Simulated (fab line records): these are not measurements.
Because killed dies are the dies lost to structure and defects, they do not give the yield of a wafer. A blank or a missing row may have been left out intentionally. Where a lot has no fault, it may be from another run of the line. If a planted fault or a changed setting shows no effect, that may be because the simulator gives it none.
Chamber matching | flow gf180mcu | GF_MIM_CVD_05 on pecvd-04 has 3 sister chambers
The step deposits Si3N4, target thk 42 nm, time 29.086 s. 6 wafers are shown with their chamber, then 7 later ones without.

== WAFERS PAIRED WITH THEIR CHAMBERS ==
wafer  | chamber | heater power w (W)
L115.3 | 1       | 610
L120.4 | 0       | 693
L120.5 | 1       | 639
L120.6 | 2       | 689
L124.2 | 2       | 563
L124.5 | 0       | 648

== WAFERS WITH NO CHAMBER GIVEN ==
wafer  | heater power w (W)
L124.6 | 587
L125.1 | 620
L125.4 | 616
L125.6 | 705
L126.1 | 649
L126.2 | 708
L126.4 | 655

== EACH ONE'S CHAMBER ==
wafer  | from the rows above          | in truth
L124.6 | can't be placed: 1 or 2 or 0 | 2
L125.1 | can't be placed: 1 or 2 or 0 | 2
L125.4 | can't be placed: 1 or 2 or 0 | 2
L125.6 | can't be placed: 0 or 2 or 1 | 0
L126.1 | can't be placed: 0 or 2 or 1 | 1
L126.2 | can't be placed: 0 or 2 or 1 | 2
L126.4 | can't be placed: 0 or 2 or 1 | 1
0 of 7 placed correctly. From these rows, 7 cannot be placed; in 7 the true chamber is one of the candidates. Wrongly placed: 0.
How it was worked out, from the rows above alone: a wafer's distance from a chamber is the root of the sum, over the readings, of the square of ((its reading less the chamber's mean) divided by the reading's scatter). The wafer belongs to the nearest chamber; if the next one is less than 2 further off, it can't be placed. A chamber's mean is the mean of its shown wafers. The scatter: the root of (the sum of the squares of (reading less its chamber's mean) over the shown wafers, divided by (wafers less chambers)).
